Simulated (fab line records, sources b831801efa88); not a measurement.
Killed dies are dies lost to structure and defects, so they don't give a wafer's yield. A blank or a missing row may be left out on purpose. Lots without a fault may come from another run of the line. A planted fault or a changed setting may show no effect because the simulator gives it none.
A struck lot beside a sound one | flow gf180mcu | 15 steps out of a route of 602
Sound: wafers L462.1, L462.3, L462.5. Struck: wafers L474.1, L474.2, L474.3. The cause comes at the end.
At each step with rows: each side's tool, then ch and its chambers, then its first start. Under that, the readings that differ: sound wafers | struck wafers | difference of the means | sigmas: that difference in standard deviations of wafers without a fault.
alike: readings whose means differ by less than 2 such deviations, and words and numbers that are the same on both sides. not compared: withheld readings, readings that some wafer has no value for, bounds like >300 that may hide the same value, and numbers for which the record gives no deviation and whose values overlap.
The two part at a step that has a row with sigmas, a row that says differs or no value, or rows on one side only. Numbers that don't overlap but have no deviation are shown without sigmas and don't part them. A reading that every wafer of one side lacks parts them only if that side has two wafers or more.

first, 4 steps without rows for these wafers: GF_SAB_SOFTBAKE_05 (time 60 s); GF_SAB_EXPOSE_06 (exposes mask SAB, target cd 420 nm); GF_SAB_PEB_07; GF_SAB_DEVELOP_08 (develop time 60 s).
GF_SAB_CD_MEAS_09: target cd 420 nm.
  sound on cd_sem-01, day 14 23:17; struck on cd_sem-01, day 19 14:17
  alike: cd_nm
GF_SAB_OVL_MEAS_10:
  sound on overlay-02, day 14 23:26; struck on overlay-02, day 19 14:24
  alike: SAB_OVL
GF_SAB_ETCH_11: etches SiO2 in C4F8/O2/Ar, target depth 55 nm, time 8.5 s.
  sound on rie_diel-01 ch 1,2, day 14 23:28; struck on rie_diel-04 ch 0,2,3, day 19 14:26
  alike: oes_product_au
  not compared: rf_hours_counter_h
then, 1 step without rows for these wafers: GF_SAB_WET_ETCH_12 (etches SiO2 in dHF, target depth 22 nm, time 440 s).
GF_SAB_STRIP_13: strips in O2/N2.
  sound on plasma_asher-03 ch 0,1, day 14 23:37; struck on plasma_asher-01 ch 0,1, day 19 14:40
  alike: drypump_motor_current_A, heater_power_w, oes_product_au, platen_temp_c, strip_time_to_endpoint_s
  not compared: rf_hours_counter_h
then, 2 steps without rows for these wafers: GF_SALICIDE_CLEAN_00 (cleans in SC1/SC2, time 150 s); GF_SALICIDE_WET_ETCH_01 (etches SiO2 in dHF, target depth 5 nm, time 100 s).
GF_SALICIDE_SPUTTER_02: material Co, target thk 10 nm, time 20 s.
  sound on pvd_sputter-02, day 14 23:48; struck on pvd_sputter-02, day 19 14:52
  alike: cathode_dc_power_W, chamber_pressure_pa, throttle_valve_pct
GF_SALICIDE_SPUTTER_03: material TiN, target thk 20 nm, time 16.7 s.
  sound on pvd_sputter-02, day 14 23:50; struck on pvd_sputter-02, day 19 14:53
  no value came back on the struck wafers for cathode_dc_power_W (W), chamber_pressure_pa (Pa), throttle_valve_pct (%); on the sound wafers cathode_dc_power_W (W) reads 6499.6 6500.6 6499.6
GF_SALICIDE_RS_MEAS_04: measures by four-point-probe.
  sound on film_metro-01, day 14 23:51; struck on film_metro-01, day 19 15:12
  reading                  | sound          | struck         | difference | sigmas
  SALICIDE_TIN_RS (ohm/sq) | 16.7 16.1 16.6 | 26.6 26.6 28.1 | +10.6      | +34
  not compared: hold
GF_SALICIDE_THK_MEAS_05: measures by xrf.
  sound on film_metro-01, day 14 23:58; struck on film_metro-01, day 19 18:40
  reading               | sound             | struck            | difference | sigmas
  SALICIDE_TIN_THK (nm) | 20.29 20.02 20.27 | <0.00 <0.00 <0.00 | differs    |
  not compared: hold

WHERE THEY PART
First at GF_SALICIDE_SPUTTER_03; last, within this record, at GF_SALICIDE_THK_MEAS_05.

WHY: what the simulator had put in
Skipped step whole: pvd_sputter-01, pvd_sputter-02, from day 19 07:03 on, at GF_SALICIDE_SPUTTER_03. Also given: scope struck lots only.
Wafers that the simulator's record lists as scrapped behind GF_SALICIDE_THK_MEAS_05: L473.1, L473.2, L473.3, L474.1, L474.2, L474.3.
